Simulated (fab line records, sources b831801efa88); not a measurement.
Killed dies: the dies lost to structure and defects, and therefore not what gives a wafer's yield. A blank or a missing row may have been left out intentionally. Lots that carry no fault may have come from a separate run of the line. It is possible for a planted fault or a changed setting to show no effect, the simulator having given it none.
fab line records / flow sky130
record: lots: 5 wafers: 15 last-day: 49
route steps=708 shown METAL1@449 VIA1@458
lots that met no fault: taken from a fault-free run of the same line
start-h: hours from the record's first day to the start of the lot's first wafer shown / wait-h: time in hours since the lot's previous step / " unchanged from the row above / L1.1+2: several wafers, shown together as one row / - no value present, or no start provided / * or withheld: withheld / < > ~ a bound
route shown NAME@n: names a module that has steps shown in the file, with the first one's number in the route / usual: mean/standard deviation of fault-free wafers / same: alike in all rows / chamber/n: place in a boat / sites: the reading at each site / _std_site: standard deviation of those values / _edge_site: the outer-site mean with the inner-site mean subtracted / radius-mm: how far each site lies from the wafer's centre / mask NAME#n: copy n / behind: the tool/chamber that last shaped the wafer / hold: the reason the lot was held/the length of the hold in hours/how it ended / device: names the non-switching transistor (n, p or np) / end of line: the same wafers' tests at the end of the route / where a step has no rows: the recipe by itself / killed: dies that structure and defects cost at the first sort, which is not the same as the wafer's yield / map: the dies of a wafer, with x for killed, . for not killed, _ for no die there
set.NAME: the setting the step ran with; set.NAME@STEP: the setting that earlier step ran with / model.NAME: the simulator's own value behind a step, which no gauge read
lots at selected steps of the route; one table per step, one row per wafer
services: the hour from which a tool's chamber was out of use, counted from the record's first day as start-h (under 0 if before that day), plus the number of hours and why
== steps ==
step: SKY_METAL1_CD_MEAS_15
recipe: target-cd-nm: 140
usual: cd-nm: 139.2/1.7
lot.wafer=L076.1 tool=cd-sem-02 chamber=- start-h=790.24 wait-h=- cd-nm=135.0
lot.wafer=L076.2 tool=cd-sem-02 chamber=- start-h=790.24 wait-h=- cd-nm=135.6
lot.wafer=L076.6 tool=cd-sem-02 chamber=- start-h=790.24 wait-h=- cd-nm=135.7
lot.wafer=L080.1 tool=cd-sem-02 chamber=- start-h=826.35 wait-h=- cd-nm=143.4
lot.wafer=L080.3 tool=cd-sem-02 chamber=- start-h=826.35 wait-h=- cd-nm=141.2
lot.wafer=L080.6 tool=cd-sem-02 chamber=- start-h=826.35 wait-h=- cd-nm=142.1
lot.wafer=L083.1 tool=cd-sem-01 chamber=- start-h=842.31 wait-h=- cd-nm=140.3
lot.wafer=L083.2 tool=cd-sem-01 chamber=- start-h=842.31 wait-h=- cd-nm=141.5
lot.wafer=L083.4 tool=cd-sem-01 chamber=- start-h=842.31 wait-h=- cd-nm=140.7
lot.wafer=L085.2 tool=cd-sem-02 chamber=- start-h=852.77 wait-h=- cd-nm=139.5
lot.wafer=L085.3 tool=cd-sem-02 chamber=- start-h=852.77 wait-h=- cd-nm=138.6
lot.wafer=L085.5 tool=cd-sem-02 chamber=- start-h=852.77 wait-h=- cd-nm=138.8
lot.wafer=L091.1 tool=cd-sem-01 chamber=- start-h=896.65 wait-h=- cd-nm=139.5
lot.wafer=L091.4 tool=cd-sem-01 chamber=- start-h=896.65 wait-h=- cd-nm=139.8
lot.wafer=L091.5 tool=cd-sem-01 chamber=- start-h=896.65 wait-h=- cd-nm=140.7
step: SKY_METAL1_OVL_MEAS_16
usual: METAL1_OVL: 4/4.2
lot.wafer=L076.1 tool=overlay-01 chamber=- start-h=790.36 wait-h=0.1 METAL1_OVL[nm]=6
lot.wafer=L076.2 tool=overlay-01 chamber=- start-h=790.36 wait-h=0.1 METAL1_OVL[nm]=4
lot.wafer=L076.6 tool=overlay-01 chamber=- start-h=790.36 wait-h=0.1 METAL1_OVL[nm]=3
lot.wafer=L080.1 tool=overlay-01 chamber=- start-h=826.47 wait-h=0.1 METAL1_OVL[nm]=5
lot.wafer=L080.3 tool=overlay-01 chamber=- start-h=826.47 wait-h=0.1 METAL1_OVL[nm]=3
lot.wafer=L080.6 tool=overlay-01 chamber=- start-h=826.47 wait-h=0.1 METAL1_OVL[nm]=8
lot.wafer=L083.1 tool=overlay-02 chamber=- start-h=842.43 wait-h=0.1 METAL1_OVL[nm]=8
lot.wafer=L083.2 tool=overlay-02 chamber=- start-h=842.43 wait-h=0.1 METAL1_OVL[nm]=3
lot.wafer=L083.4 tool=overlay-02 chamber=- start-h=842.43 wait-h=0.1 METAL1_OVL[nm]=6
lot.wafer=L085.2 tool=overlay-01 chamber=- start-h=852.88 wait-h=0.1 METAL1_OVL[nm]=3
lot.wafer=L085.3 tool=overlay-01 chamber=- start-h=852.88 wait-h=0.1 METAL1_OVL[nm]=3
lot.wafer=L085.5 tool=overlay-01 chamber=- start-h=852.88 wait-h=0.1 METAL1_OVL[nm]=5
lot.wafer=L091.1 tool=overlay-02 chamber=- start-h=896.77 wait-h=0.1 METAL1_OVL[nm]=4
lot.wafer=L091.4 tool=overlay-02 chamber=- start-h=896.77 wait-h=0.1 METAL1_OVL[nm]=3
lot.wafer=L091.5 tool=overlay-02 chamber=- start-h=896.77 wait-h=0.1 METAL1_OVL[nm]=-8
step: SKY_METAL1_DESCUM_17
recipe: chemistry: O2 source-power-w: 150 bias-power-w: 0 pressure-mtorr: 10 temp-c: 40 time-s: 8
usual: drypump-motor-current-A: 6.0/0.76 oes-product-au: 0.998/0.0093 rf-fwd-power-W: 147.0/0.74
same: bias-power-w: 0
lot.wafer=L076.1 tool=rie-metal-01 chamber=0 start-h=790.39 wait-h=0.0 drypump-motor-current-A=4.7 oes-product-au=0.993 rf-fwd-power-W=146.9 rf-hours-counter-h=10
lot.wafer=L076.2 tool=rie-metal-01 chamber=1 start-h=790.39 wait-h=0.0 drypump-motor-current-A=5.0 oes-product-au=1.002 rf-fwd-power-W=147.0 rf-hours-counter-h=13
lot.wafer=L076.6 tool=rie-metal-01 chamber=1 start-h=790.39 wait-h=0.0 drypump-motor-current-A=5.0 oes-product-au=1.000 rf-fwd-power-W=147.5 rf-hours-counter-h=-
lot.wafer=L080.1 tool=rie-metal-02 chamber=0 start-h=826.50 wait-h=0.0 drypump-motor-current-A=6.8 oes-product-au=1.002 rf-fwd-power-W=147.5 rf-hours-counter-h=14
lot.wafer=L080.3 tool=rie-metal-02 chamber=0 start-h=826.50 wait-h=0.0 drypump-motor-current-A=6.8 oes-product-au=1.025 rf-fwd-power-W=147.5 rf-hours-counter-h=-
lot.wafer=L080.6 tool=rie-metal-02 chamber=0 start-h=826.50 wait-h=0.0 drypump-motor-current-A=6.8 oes-product-au=1.006 rf-fwd-power-W=147.8 rf-hours-counter-h=-
lot.wafer=L083.1 tool=rie-metal-02 chamber=1 start-h=842.47 wait-h=0.0 drypump-motor-current-A=6.4 oes-product-au=0.995 rf-fwd-power-W=145.7 rf-hours-counter-h=14
lot.wafer=L083.2 tool=rie-metal-02 chamber=1 start-h=842.47 wait-h=0.0 drypump-motor-current-A=6.3 oes-product-au=1.000 rf-fwd-power-W=146.1 rf-hours-counter-h=-
lot.wafer=L083.4 tool=rie-metal-02 chamber=1 start-h=842.47 wait-h=0.0 drypump-motor-current-A=6.4 oes-product-au=0.998 rf-fwd-power-W=146.1 rf-hours-counter-h=-
lot.wafer=L085.2 tool=rie-metal-03 chamber=0 start-h=852.91 wait-h=0.0 drypump-motor-current-A=6.1 oes-product-au=1.000 rf-fwd-power-W=147.2 rf-hours-counter-h=11
lot.wafer=L085.3 tool=rie-metal-03 chamber=1 start-h=852.91 wait-h=0.0 drypump-motor-current-A=5.8 oes-product-au=0.975 rf-fwd-power-W=147.4 rf-hours-counter-h=-
lot.wafer=L085.5 tool=rie-metal-03 chamber=0 start-h=852.91 wait-h=0.0 drypump-motor-current-A=6.1 oes-product-au=0.984 rf-fwd-power-W=146.9 rf-hours-counter-h=-
lot.wafer=L091.1 tool=rie-metal-02 chamber=0 start-h=896.80 wait-h=0.0 drypump-motor-current-A=6.8 oes-product-au=0.986 rf-fwd-power-W=146.9 rf-hours-counter-h=2
lot.wafer=L091.4 tool=rie-metal-02 chamber=0 start-h=896.80 wait-h=0.0 drypump-motor-current-A=6.8 oes-product-au=0.995 rf-fwd-power-W=148.1 rf-hours-counter-h=-
lot.wafer=L091.5 tool=rie-metal-02 chamber=1 start-h=896.80 wait-h=0.0 drypump-motor-current-A=6.4 oes-product-au=1.006 rf-fwd-power-W=145.6 rf-hours-counter-h=-
step: SKY_METAL1_ETCH_18
recipe: chemistry: N2/H2 target: BARC ion-energy-ev: 200 bias-w: 100 pressure-mtorr: 30 n2-flow-sccm: 100 h2-flow-sccm: 200 icp-w: 500 stop-on: SiO2 time-s: 45.9 target-depth-a: 600
usual: drypump-motor-current-A: 6.0/0.76 oes-product-au: 0.854/0.0045 rf-fwd-power-W: 495.0/1.9 throttle-valve-pct: 13.224/0.0098
lot.wafer=L076.1 tool=rie-metal-01 chamber=0 start-h=790.43 wait-h=0.0 drypump-motor-current-A=4.8 oes-product-au=0.859 rf-fwd-power-W=492.3 rf-hours-counter-h=10 throttle-valve-pct=13.232
lot.wafer=L076.2 tool=rie-metal-01 chamber=1 start-h=790.43 wait-h=0.0 drypump-motor-current-A=5.0 oes-product-au=0.854 rf-fwd-power-W=495.8 rf-hours-counter-h=13 throttle-valve-pct=13.207
lot.wafer=L076.6 tool=rie-metal-01 chamber=1 start-h=790.43 wait-h=0.0 drypump-motor-current-A=5.0 oes-product-au=0.847 rf-fwd-power-W=496.8 rf-hours-counter-h=- throttle-valve-pct=13.209
lot.wafer=L080.1 tool=rie-metal-02 chamber=0 start-h=826.57 wait-h=0.1 drypump-motor-current-A=6.8 oes-product-au=0.852 rf-fwd-power-W=499.1 rf-hours-counter-h=14 throttle-valve-pct=13.236
lot.wafer=L080.3 tool=rie-metal-02 chamber=0 start-h=826.57 wait-h=0.1 drypump-motor-current-A=6.8 oes-product-au=0.855 rf-fwd-power-W=497.3 rf-hours-counter-h=- throttle-valve-pct=13.222
lot.wafer=L080.6 tool=rie-metal-02 chamber=0 start-h=826.57 wait-h=0.1 drypump-motor-current-A=6.8 oes-product-au=0.857 rf-fwd-power-W=498.9 rf-hours-counter-h=- throttle-valve-pct=13.219
lot.wafer=L083.1 tool=rie-metal-02 chamber=1 start-h=842.53 wait-h=0.1 drypump-motor-current-A=6.4 oes-product-au=0.851 rf-fwd-power-W=494.1 rf-hours-counter-h=14 throttle-valve-pct=13.244
lot.wafer=L083.2 tool=rie-metal-02 chamber=1 start-h=842.53 wait-h=0.1 drypump-motor-current-A=6.4 oes-product-au=0.860 rf-fwd-power-W=492.0 rf-hours-counter-h=- throttle-valve-pct=13.226
lot.wafer=L083.4 tool=rie-metal-02 chamber=1 start-h=842.53 wait-h=0.1 drypump-motor-current-A=6.4 oes-product-au=0.855 rf-fwd-power-W=492.8 rf-hours-counter-h=- throttle-valve-pct=13.209
lot.wafer=L085.2 tool=rie-metal-03 chamber=0 start-h=852.94 wait-h=0.0 drypump-motor-current-A=6.1 oes-product-au=0.843 rf-fwd-power-W=495.1 rf-hours-counter-h=11 throttle-valve-pct=13.232
lot.wafer=L085.3 tool=rie-metal-03 chamber=1 start-h=852.94 wait-h=0.0 drypump-motor-current-A=5.8 oes-product-au=0.848 rf-fwd-power-W=494.3 rf-hours-counter-h=- throttle-valve-pct=13.229
lot.wafer=L085.5 tool=rie-metal-03 chamber=0 start-h=852.94 wait-h=0.0 drypump-motor-current-A=6.1 oes-product-au=0.853 rf-fwd-power-W=494.3 rf-hours-counter-h=- throttle-valve-pct=13.231
lot.wafer=L091.1 tool=rie-metal-02 chamber=0 start-h=896.84 wait-h=0.0 drypump-motor-current-A=6.8 oes-product-au=0.850 rf-fwd-power-W=497.3 rf-hours-counter-h=2 throttle-valve-pct=13.220
lot.wafer=L091.4 tool=rie-metal-02 chamber=0 start-h=896.84 wait-h=0.0 drypump-motor-current-A=6.8 oes-product-au=0.854 rf-fwd-power-W=494.2 rf-hours-counter-h=- throttle-valve-pct=13.221
lot.wafer=L091.5 tool=rie-metal-02 chamber=1 start-h=896.84 wait-h=0.0 drypump-motor-current-A=6.4 oes-product-au=0.860 rf-fwd-power-W=489.5 rf-hours-counter-h=- throttle-valve-pct=13.232
step: SKY_METAL1_METAL_ETCH_19
recipe: target-depth-a: 3600 stop-on: SiO2 over-etch-frac: 0.3 time-s: 78 chemistry: Cl2/BCl3 resist-sidewall-deg: 88 pressure-mtorr: 10 icp-w: 900 bias-w: 48.5 Cl2_flow_sccm: 60 bcl3-flow-sccm: 30
usual: drypump-motor-current-A: 6.0/0.76 oes-product-au: 0.854/0.0049 rf-fwd-power-W: 894/3.1 throttle-valve-pct: 22.264/0.0093
same: over-etch-frac: 0.3
lot.wafer=L076.1 tool=rie-metal-01 chamber=0 start-h=790.49 wait-h=0.0 drypump-motor-current-A=4.8 oes-product-au=0.858 rf-fwd-power-W=891 rf-hours-counter-h=10 throttle-valve-pct=22.264
lot.wafer=L076.2 tool=rie-metal-01 chamber=1 start-h=790.49 wait-h=0.0 drypump-motor-current-A=5.0 oes-product-au=0.843 rf-fwd-power-W=890 rf-hours-counter-h=13 throttle-valve-pct=22.275
lot.wafer=L076.6 tool=rie-metal-01 chamber=1 start-h=790.49 wait-h=0.0 drypump-motor-current-A=5.0 oes-product-au=0.852 rf-fwd-power-W=890 rf-hours-counter-h=- throttle-valve-pct=22.269
lot.wafer=L080.1 tool=rie-metal-02 chamber=0 start-h=826.69 wait-h=0.1 drypump-motor-current-A=6.8 oes-product-au=0.857 rf-fwd-power-W=895 rf-hours-counter-h=14 throttle-valve-pct=22.271
lot.wafer=L080.3 tool=rie-metal-02 chamber=0 start-h=826.69 wait-h=0.1 drypump-motor-current-A=6.8 oes-product-au=0.849 rf-fwd-power-W=896 rf-hours-counter-h=- throttle-valve-pct=22.265
lot.wafer=L080.6 tool=rie-metal-02 chamber=0 start-h=826.69 wait-h=0.1 drypump-motor-current-A=6.8 oes-product-au=0.859 rf-fwd-power-W=895 rf-hours-counter-h=- throttle-valve-pct=22.256
lot.wafer=L083.1 tool=rie-metal-02 chamber=1 start-h=842.65 wait-h=0.1 drypump-motor-current-A=6.4 oes-product-au=0.855 rf-fwd-power-W=893 rf-hours-counter-h=14 throttle-valve-pct=22.256
lot.wafer=L083.2 tool=rie-metal-02 chamber=1 start-h=842.65 wait-h=0.1 drypump-motor-current-A=6.4 oes-product-au=0.856 rf-fwd-power-W=892 rf-hours-counter-h=- throttle-valve-pct=22.275
lot.wafer=L083.4 tool=rie-metal-02 chamber=1 start-h=842.65 wait-h=0.1 drypump-motor-current-A=6.4 oes-product-au=0.853 rf-fwd-power-W=890 rf-hours-counter-h=- throttle-valve-pct=22.264
lot.wafer=L085.2 tool=rie-metal-03 chamber=0 start-h=853.01 wait-h=0.0 drypump-motor-current-A=6.1 oes-product-au=0.850 rf-fwd-power-W=894 rf-hours-counter-h=11 throttle-valve-pct=22.258
lot.wafer=L085.3 tool=rie-metal-03 chamber=1 start-h=853.01 wait-h=0.0 drypump-motor-current-A=5.8 oes-product-au=0.851 rf-fwd-power-W=895 rf-hours-counter-h=- throttle-valve-pct=22.281
lot.wafer=L085.5 tool=rie-metal-03 chamber=0 start-h=853.01 wait-h=0.0 drypump-motor-current-A=6.1 oes-product-au=0.859 rf-fwd-power-W=895 rf-hours-counter-h=- throttle-valve-pct=22.276
lot.wafer=L091.1 tool=rie-metal-02 chamber=0 start-h=896.90 wait-h=0.0 drypump-motor-current-A=6.8 oes-product-au=0.854 rf-fwd-power-W=896 rf-hours-counter-h=2 throttle-valve-pct=22.258
lot.wafer=L091.4 tool=rie-metal-02 chamber=0 start-h=896.90 wait-h=0.0 drypump-motor-current-A=6.8 oes-product-au=0.855 rf-fwd-power-W=898 rf-hours-counter-h=- throttle-valve-pct=22.274
lot.wafer=L091.5 tool=rie-metal-02 chamber=1 start-h=896.90 wait-h=0.0 drypump-motor-current-A=6.3 oes-product-au=0.851 rf-fwd-power-W=891 rf-hours-counter-h=- throttle-valve-pct=22.250
step: SKY_METAL1_STRIP_20
recipe: chemistry: O2/N2 power-w: 1400 pressure-mtorr: 1500 platen-temp-c: withheld o2-flow-sccm: 3000 n2-flow-sccm: 300 overash-fraction: 0.5
usual: drypump-motor-current-A: 5.93/0.26 oes-product-au: 0.343/0.0046 strip-time-to-endpoint-s: 2.71/0.04
lot.wafer=L076.1 tool=plasma-asher-04 chamber=1 start-h=790.58 wait-h=0.1 drypump-motor-current-A=6.04 oes-product-au=0.349 rf-hours-counter-h=97 strip-time-to-endpoint-s=2.72
lot.wafer=L076.2 tool=plasma-asher-04 chamber=0 start-h=790.58 wait-h=0.1 drypump-motor-current-A=5.74 oes-product-au=0.341 rf-hours-counter-h=97 strip-time-to-endpoint-s=2.63
lot.wafer=L076.6 tool=plasma-asher-04 chamber=0 start-h=790.58 wait-h=0.1 drypump-motor-current-A=5.74 oes-product-au=0.344 rf-hours-counter-h=- strip-time-to-endpoint-s=2.70
lot.wafer=L080.1 tool=plasma-asher-03 chamber=1 start-h=826.87 wait-h=0.1 drypump-motor-current-A=5.33 oes-product-au=0.346 rf-hours-counter-h=8 strip-time-to-endpoint-s=2.66
lot.wafer=L080.3 tool=plasma-asher-03 chamber=1 start-h=826.87 wait-h=0.1 drypump-motor-current-A=5.31 oes-product-au=0.346 rf-hours-counter-h=- strip-time-to-endpoint-s=2.68
lot.wafer=L080.6 tool=plasma-asher-03 chamber=1 start-h=826.87 wait-h=0.1 drypump-motor-current-A=5.29 oes-product-au=0.342 rf-hours-counter-h=- strip-time-to-endpoint-s=2.68
lot.wafer=L083.1 tool=plasma-asher-04 chamber=1 start-h=842.83 wait-h=0.1 drypump-motor-current-A=6.06 oes-product-au=0.343 rf-hours-counter-h=102 strip-time-to-endpoint-s=2.69
lot.wafer=L083.2 tool=plasma-asher-04 chamber=0 start-h=842.83 wait-h=0.1 drypump-motor-current-A=5.75 oes-product-au=0.338 rf-hours-counter-h=102 strip-time-to-endpoint-s=2.66
lot.wafer=L083.4 tool=plasma-asher-04 chamber=0 start-h=842.83 wait-h=0.1 drypump-motor-current-A=5.72 oes-product-au=0.337 rf-hours-counter-h=- strip-time-to-endpoint-s=2.68
lot.wafer=L085.2 tool=plasma-asher-03 chamber=0 start-h=853.10 wait-h=0.1 drypump-motor-current-A=6.10 oes-product-au=0.347 rf-hours-counter-h=9 strip-time-to-endpoint-s=2.75
lot.wafer=L085.3 tool=plasma-asher-03 chamber=1 start-h=853.10 wait-h=0.1 drypump-motor-current-A=5.31 oes-product-au=0.343 rf-hours-counter-h=- strip-time-to-endpoint-s=2.70
lot.wafer=L085.5 tool=plasma-asher-03 chamber=1 start-h=853.10 wait-h=0.1 drypump-motor-current-A=5.32 oes-product-au=0.337 rf-hours-counter-h=- strip-time-to-endpoint-s=2.72
lot.wafer=L091.1 tool=plasma-asher-01 chamber=1 start-h=896.99 wait-h=0.1 drypump-motor-current-A=6.21 oes-product-au=0.347 rf-hours-counter-h=48 strip-time-to-endpoint-s=2.72
lot.wafer=L091.4 tool=plasma-asher-01 chamber=1 start-h=896.99 wait-h=0.1 drypump-motor-current-A=6.20 oes-product-au=0.345 rf-hours-counter-h=- strip-time-to-endpoint-s=2.70
lot.wafer=L091.5 tool=plasma-asher-01 chamber=1 start-h=896.99 wait-h=0.1 drypump-motor-current-A=6.22 oes-product-au=0.345 rf-hours-counter-h=- strip-time-to-endpoint-s=2.67
step: SKY_METAL1_STRIP_21
recipe: chemistry: post-etch-residue-remover time-s: 1200 temp-c: 72.5
usual: bath-guard-temp-C: 72.4/0.48
lot.wafer=L076.1 tool=wet-bench-02 chamber=0 start-h=790.68 wait-h=0.1 bath-guard-temp-C=71.6
lot.wafer=L076.2 tool=wet-bench-02 chamber=0 start-h=790.68 wait-h=0.1 bath-guard-temp-C=71.6
lot.wafer=L076.6 tool=wet-bench-02 chamber=0 start-h=790.68 wait-h=0.1 bath-guard-temp-C=71.5
lot.wafer=L080.1 tool=wet-bench-03 chamber=1 start-h=827.01 wait-h=0.1 bath-guard-temp-C=72.1
lot.wafer=L080.3 tool=wet-bench-03 chamber=1 start-h=827.01 wait-h=0.1 bath-guard-temp-C=72.2
lot.wafer=L080.6 tool=wet-bench-03 chamber=1 start-h=827.01 wait-h=0.1 bath-guard-temp-C=72.4
lot.wafer=L083.1 tool=wet-bench-02 chamber=3 start-h=842.93 wait-h=0.1 bath-guard-temp-C=73.0
lot.wafer=L083.2 tool=wet-bench-02 chamber=3 start-h=842.93 wait-h=0.1 bath-guard-temp-C=73.0
lot.wafer=L083.4 tool=wet-bench-02 chamber=3 start-h=842.93 wait-h=0.1 bath-guard-temp-C=73.3
lot.wafer=L085.2 tool=wet-bench-03 chamber=2 start-h=853.19 wait-h=0.1 bath-guard-temp-C=71.8
lot.wafer=L085.3 tool=wet-bench-03 chamber=2 start-h=853.19 wait-h=0.1 bath-guard-temp-C=71.8
lot.wafer=L085.5 tool=wet-bench-03 chamber=2 start-h=853.19 wait-h=0.1 bath-guard-temp-C=71.8
lot.wafer=L091.1 tool=wet-bench-04 chamber=2 start-h=897.09 wait-h=0.1 bath-guard-temp-C=71.9
lot.wafer=L091.4 tool=wet-bench-04 chamber=2 start-h=897.09 wait-h=0.1 bath-guard-temp-C=72.5
lot.wafer=L091.5 tool=wet-bench-04 chamber=2 start-h=897.09 wait-h=0.1 bath-guard-temp-C=72.4
step: SKY_METAL1_CLEAN_22
recipe: chemistry: IPA time-s: 180 temp-c: 25
lot.wafer=L076.1+2+6 tool=wet-bench-04 chamber=1 start-h=791.02 wait-h=0.0
lot.wafer=L080.1+3+6 tool=wet-bench-02 chamber=3 start-h=827.39 wait-h=0.0
lot.wafer=L083.1+2+4 tool=wet-bench-03 chamber=2 start-h=843.28 wait-h=0.0
lot.wafer=L085.2+3+5 tool=wet-bench-03 chamber=2 start-h=853.54 wait-h=0.0
lot.wafer=L091.1+4+5 tool=wet-bench-02 chamber=3 start-h=897.43 wait-h=0.0
step: SKY_METAL1_CLEAN_23
recipe: chemistry: O3/DIW dry: n2-spin
lot.wafer=L076.1+2+6 tool=wet-bench-03 chamber=3 start-h=791.08 wait-h=0.0
lot.wafer=L080.1+3+6 tool=wet-bench-02 chamber=0 start-h=827.45 wait-h=0.0
lot.wafer=L083.1+2+4 tool=wet-bench-04 chamber=0 start-h=843.33 wait-h=0.0
lot.wafer=L085.2+3+5 tool=wet-bench-04 chamber=2 start-h=853.59 wait-h=0.0
lot.wafer=L091.1+4+5 tool=wet-bench-03 chamber=3 start-h=897.49 wait-h=0.0
step: SKY_VIA1_HDPCVD_00
recipe: material: SiO2 target-thk-nm: 1030 sigma-open-frac: 0.3 time-s: 171.7 temp-c: 400 sih4-flow-sccm: 60 pressure-mtorr: 6
lot.wafer=L076.1+2+6 tool=hdpcvd-02 chamber=0,1,2 start-h=791.18 wait-h=0.0
lot.wafer=L080.1+3+6 tool=hdpcvd-01 chamber=1,2,1 start-h=827.56 wait-h=0.0
lot.wafer=L083.1+2+4 tool=hdpcvd-01 chamber=0,2,0 start-h=843.43 wait-h=0.0
lot.wafer=L085.2+3+5 tool=hdpcvd-02 chamber=1,0,1 start-h=853.69 wait-h=0.0
lot.wafer=L091.1+4+5 tool=hdpcvd-02 chamber=0,0,1 start-h=897.58 wait-h=0.0
step: SKY_VIA1_THK_MEAS_01
recipe: reads: SiO2_of_VIA1_HDPCVD_00
usual: VIA1_HDPCVD_THK: 1025/10
lot.wafer=L076.1 tool=film-metro-03 chamber=- start-h=791.29 wait-h=0.1 VIA1_HDPCVD_THK[nm]=1035
lot.wafer=L076.2 tool=film-metro-03 chamber=- start-h=791.29 wait-h=0.1 VIA1_HDPCVD_THK[nm]=1019
lot.wafer=L076.6 tool=film-metro-03 chamber=- start-h=791.29 wait-h=0.1 VIA1_HDPCVD_THK[nm]=1026
lot.wafer=L080.1 tool=film-metro-03 chamber=- start-h=827.68 wait-h=0.1 VIA1_HDPCVD_THK[nm]=1024
lot.wafer=L080.3 tool=film-metro-03 chamber=- start-h=827.68 wait-h=0.1 VIA1_HDPCVD_THK[nm]=1014
lot.wafer=L080.6 tool=film-metro-03 chamber=- start-h=827.68 wait-h=0.1 VIA1_HDPCVD_THK[nm]=1026
lot.wafer=L083.1 tool=film-metro-01 chamber=- start-h=843.54 wait-h=0.1 VIA1_HDPCVD_THK[nm]=1026
lot.wafer=L083.2 tool=film-metro-01 chamber=- start-h=843.54 wait-h=0.1 VIA1_HDPCVD_THK[nm]=1010
lot.wafer=L083.4 tool=film-metro-01 chamber=- start-h=843.54 wait-h=0.1 VIA1_HDPCVD_THK[nm]=1018
lot.wafer=L085.2 tool=film-metro-03 chamber=- start-h=853.81 wait-h=0.1 VIA1_HDPCVD_THK[nm]=1002
lot.wafer=L085.3 tool=film-metro-03 chamber=- start-h=853.81 wait-h=0.1 VIA1_HDPCVD_THK[nm]=1028
lot.wafer=L085.5 tool=film-metro-03 chamber=- start-h=853.81 wait-h=0.1 VIA1_HDPCVD_THK[nm]=1022
lot.wafer=L091.1 tool=film-metro-03 chamber=- start-h=897.69 wait-h=0.1 VIA1_HDPCVD_THK[nm]=1017
lot.wafer=L091.4 tool=film-metro-03 chamber=- start-h=897.69 wait-h=0.1 VIA1_HDPCVD_THK[nm]=1009
lot.wafer=L091.5 tool=film-metro-03 chamber=- start-h=897.69 wait-h=0.1 VIA1_HDPCVD_THK[nm]=1016
step: SKY_VIA1_CMP_02
recipe: material: SiO2 down-force-psi: 4 platen-rpm: 60 pad-velocity-m-s: 0.94248
usual: motor-current-A: 12.7/1.9
lot.wafer=L076.2 tool=cmp-02 chamber=1 start-h=791.35 wait-h=0.0 motor-current-A=13.9
lot.wafer=L076.1 tool=cmp-02 chamber=3 start-h=791.35 wait-h=0.0 motor-current-A=13.9
lot.wafer=L076.6 tool=cmp-02 chamber=1 start-h=791.35 wait-h=0.0 motor-current-A=14.3
lot.wafer=L080.3 tool=cmp-01 chamber=2 start-h=827.74 wait-h=0.0 motor-current-A=17.0
lot.wafer=L080.1 tool=cmp-01 chamber=1 start-h=827.74 wait-h=0.0 motor-current-A=10.5
lot.wafer=L080.6 tool=cmp-01 chamber=2 start-h=827.74 wait-h=0.0 motor-current-A=16.6
lot.wafer=L083.2 tool=cmp-01 chamber=0 start-h=843.65 wait-h=0.1 motor-current-A=10.6
lot.wafer=L083.1 tool=cmp-01 chamber=1 start-h=843.65 wait-h=0.1 motor-current-A=10.4
lot.wafer=L083.4 tool=cmp-01 chamber=2 start-h=843.65 wait-h=0.1 motor-current-A=17.9
lot.wafer=L085.2 tool=cmp-02 chamber=2 start-h=853.86 wait-h=0.0 motor-current-A=10.9
lot.wafer=L085.3 tool=cmp-02 chamber=3 start-h=853.86 wait-h=0.0 motor-current-A=14.0
lot.wafer=L085.5 tool=cmp-02 chamber=3 start-h=853.86 wait-h=0.0 motor-current-A=13.4
lot.wafer=L091.4 tool=cmp-02 chamber=0 start-h=897.80 wait-h=0.1 motor-current-A=11.4
lot.wafer=L091.1 tool=cmp-02 chamber=1 start-h=897.80 wait-h=0.1 motor-current-A=14.0
lot.wafer=L091.5 tool=cmp-02 chamber=0 start-h=897.80 wait-h=0.1 motor-current-A=12.7
step: SKY_VIA1_BOW_MEAS_03
recipe: mode: bow
usual: VIA1_BOW: 81/6.8
lot.wafer=L076.1 tool=film-metro-01 chamber=- start-h=791.65 wait-h=0.1 VIA1_BOW[um]=88
lot.wafer=L076.2 tool=film-metro-01 chamber=- start-h=791.65 wait-h=0.1 VIA1_BOW[um]=85
lot.wafer=L076.6 tool=film-metro-01 chamber=- start-h=791.65 wait-h=0.1 VIA1_BOW[um]=80
lot.wafer=L080.1 tool=film-metro-01 chamber=- start-h=828.04 wait-h=0.1 VIA1_BOW[um]=85
lot.wafer=L080.3 tool=film-metro-01 chamber=- start-h=828.04 wait-h=0.1 VIA1_BOW[um]=94
lot.wafer=L080.6 tool=film-metro-01 chamber=- start-h=828.04 wait-h=0.1 VIA1_BOW[um]=79
lot.wafer=L083.1 tool=film-metro-01 chamber=- start-h=843.90 wait-h=0.1 VIA1_BOW[um]=78
lot.wafer=L083.2 tool=film-metro-01 chamber=- start-h=843.90 wait-h=0.1 VIA1_BOW[um]=85
lot.wafer=L083.4 tool=film-metro-01 chamber=- start-h=843.90 wait-h=0.1 VIA1_BOW[um]=76
lot.wafer=L085.2 tool=film-metro-03 chamber=- start-h=854.18 wait-h=0.3 VIA1_BOW[um]=75
lot.wafer=L085.3 tool=film-metro-03 chamber=- start-h=854.18 wait-h=0.3 VIA1_BOW[um]=73
lot.wafer=L085.5 tool=film-metro-03 chamber=- start-h=854.18 wait-h=0.3 VIA1_BOW[um]=70
lot.wafer=L091.1 tool=film-metro-04 chamber=- start-h=898.05 wait-h=0.1 VIA1_BOW[um]=91
lot.wafer=L091.4 tool=film-metro-04 chamber=- start-h=898.05 wait-h=0.1 VIA1_BOW[um]=80
lot.wafer=L091.5 tool=film-metro-04 chamber=- start-h=898.05 wait-h=0.1 VIA1_BOW[um]=77
== services ==
tool=rie-metal-03 chamber=- start-h=771.30 hours=2.8 kind=pm
tool=wet-bench-02 chamber=- start-h=782.65 hours=3.2 kind=repair
tool=wet-bench-04 chamber=- start-h=808.08 hours=11.9 kind=repair
tool=rie-metal-02 chamber=1 start-h=825.03 hours=7.7 kind=repair
tool=wet-bench-04 chamber=- start-h=825.26 hours=2.3 kind=repair
tool=plasma-asher-03 chamber=- start-h=829.64 hours=5.9 kind=repair
tool=plasma-asher-01 chamber=- start-h=834.80 hours=2.2 kind=repair
tool=rie-metal-02 chamber=0 start-h=842.36 hours=- kind=clean
tool=rie-metal-02 chamber=0 start-h=842.36 hours=19.5 kind=scheduled-down
tool=rie-metal-02 chamber=0 start-h=842.36 hours=19.5 kind=vent-cycle
tool=plasma-asher-04 chamber=- start-h=860.28 hours=6.9 kind=repair
tool=cmp-01 chamber=- start-h=860.38 hours=0.3 kind=repair
tool=hdpcvd-02 chamber=- start-h=871.03 hours=0.2 kind=repair
tool=rie-metal-02 chamber=1 start-h=871.10 hours=- kind=clean
tool=rie-metal-02 chamber=1 start-h=871.10 hours=24.2 kind=scheduled-down
tool=rie-metal-02 chamber=1 start-h=871.10 hours=24.2 kind=vent-cycle
tool=wet-bench-02 chamber=- start-h=879.51 hours=1.9 kind=pm
tool=cmp-01 chamber=- start-h=884.03 hours=6.3 kind=pm
== key ==
fault none
